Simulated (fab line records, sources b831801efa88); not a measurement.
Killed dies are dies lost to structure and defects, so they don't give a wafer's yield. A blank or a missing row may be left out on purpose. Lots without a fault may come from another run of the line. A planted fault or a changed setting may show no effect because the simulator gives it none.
Which tool did it? | flow gf180mcu | 12 lots, 36 wafers sampled, at 4 steps of a route of 602

WHAT THE GAUGES READ, wafer by wafer
GF_M2_RS_MEAS_05: measures by four-point-probe.
lot  | measured     | on            | M2_ALCU_RS (ohm/sq)
L075 | day 18 13:44 | film_metro-02 | 0.0701 0.0694 0.0698
L077 | day 19 07:27 | film_metro-01 | 0.0705 0.0688 0.0713
L079 | day 20 11:04 | film_metro-02 | 0.0692 0.0691 0.0685
L081 | day 21 02:50 | film_metro-01 | 0.0687 0.0681 0.0689
L083 | day 21 19:44 | film_metro-02 | 0.0696 0.0684 0.0684
L085 | day 22 07:03 | film_metro-02 | 0.0689 0.0696 0.0683
L087 | day 23 04:33 | film_metro-02 | 0.0696 0.0691 0.0689
L089 | day 23 18:12 | film_metro-04 | 0.0699 0.0699 0.0700
L091 | day 24 08:37 | film_metro-04 | 0.0687 0.0708 0.0714
L093 | day 25 00:47 | film_metro-01 | 0.0703 0.0697 0.0711
L095 | day 25 14:46 | film_metro-04 | 0.0680 0.0686 0.0689
L097 | day 26 06:15 | film_metro-04 | 0.0681 0.0677 0.0680

WHICH TOOL RAN EACH LOT (tool, then ch and the chambers of the sampled wafers, then the start)
lot  | GF_V1_ETCH_17                                 | GF_M2_SPUTTER_03             | GF_M2_SPUTTER_04
L075 | rie_diel-02 ch 0,1, day 18 13:39 or earlier   | pvd_sputter-03, day 18 13:39 | pvd_sputter-03, day 18 13:40
L077 | rie_diel-01 ch 0,1,2, day 19 07:23 or earlier | pvd_sputter-04, day 19 07:23 | pvd_sputter-04, day 19 07:25
L079 | rie_diel-03 ch 2,3, day 20 10:59 or earlier   | pvd_sputter-03, day 20 10:59 | pvd_sputter-03, day 20 11:00
L081 | rie_diel-02 ch 2,3, day 21 02:44 or earlier   | pvd_sputter-03, day 21 02:44 | pvd_sputter-03, day 21 02:45
L083 | rie_diel-02 ch 1,2, day 21 19:38 or earlier   | pvd_sputter-03, day 21 19:38 | pvd_sputter-03, day 21 19:40
L085 | rie_diel-02 ch 0,1, day 22 06:59 or earlier   | pvd_sputter-03, day 22 06:59 | pvd_sputter-03, day 22 07:01
L087 | rie_diel-03 ch 1,2, day 23 04:29 or earlier   | pvd_sputter-03, day 23 04:29 | pvd_sputter-03, day 23 04:31
L089 | rie_diel-01 ch 1,2,3, day 23 18:06 or earlier | pvd_sputter-01, day 23 18:06 | pvd_sputter-01, day 23 18:07
L091 | rie_diel-03 ch 0,1, day 24 08:32 or earlier   | pvd_sputter-04, day 24 08:32 | pvd_sputter-04, day 24 08:33
L093 | rie_diel-01 ch 0,2,3, day 25 00:42 or earlier | pvd_sputter-01, day 25 00:42 | pvd_sputter-01, day 25 00:43
L095 | rie_diel-02 ch 1,2,3, day 25 14:42 or earlier | pvd_sputter-01, day 25 14:42 | pvd_sputter-01, day 25 14:43
L097 | rie_diel-02 ch 0,2, day 26 06:09 or earlier   | pvd_sputter-03, day 26 06:09 | pvd_sputter-03, day 26 06:10
- GF_V1_ETCH_17: etches SiO2 in C4F8/O2/Ar, stops on TiN, target depth 630 nm.
- GF_M2_SPUTTER_03: material Ti, target thk 10 nm, time 6.7 s.
- GF_M2_SPUTTER_04: material TiN, target thk 50 nm, time 41.7 s.

THE ANSWER, worked out from the rows above alone
Rule: what is usual is taken from the lots themselves. Put in order of their means at a reading, lots are off if they are a third of the lots or fewer, leave a main group of 4 or more, and stand apart from it by a gap of 3 or more times the standard deviation of the main group's means; of several such gaps the widest counts. A main group whose means are all the same, to the digits that the tables above print for the reading, isn't used. A lot without any number at a reading at which 4 lots or more have one is off too. The other lots that the step has rows for count as sound.
No lot is off at any reading shown: from this, nothing can be told.

WHAT THE SIMULATOR HAD PUT IN
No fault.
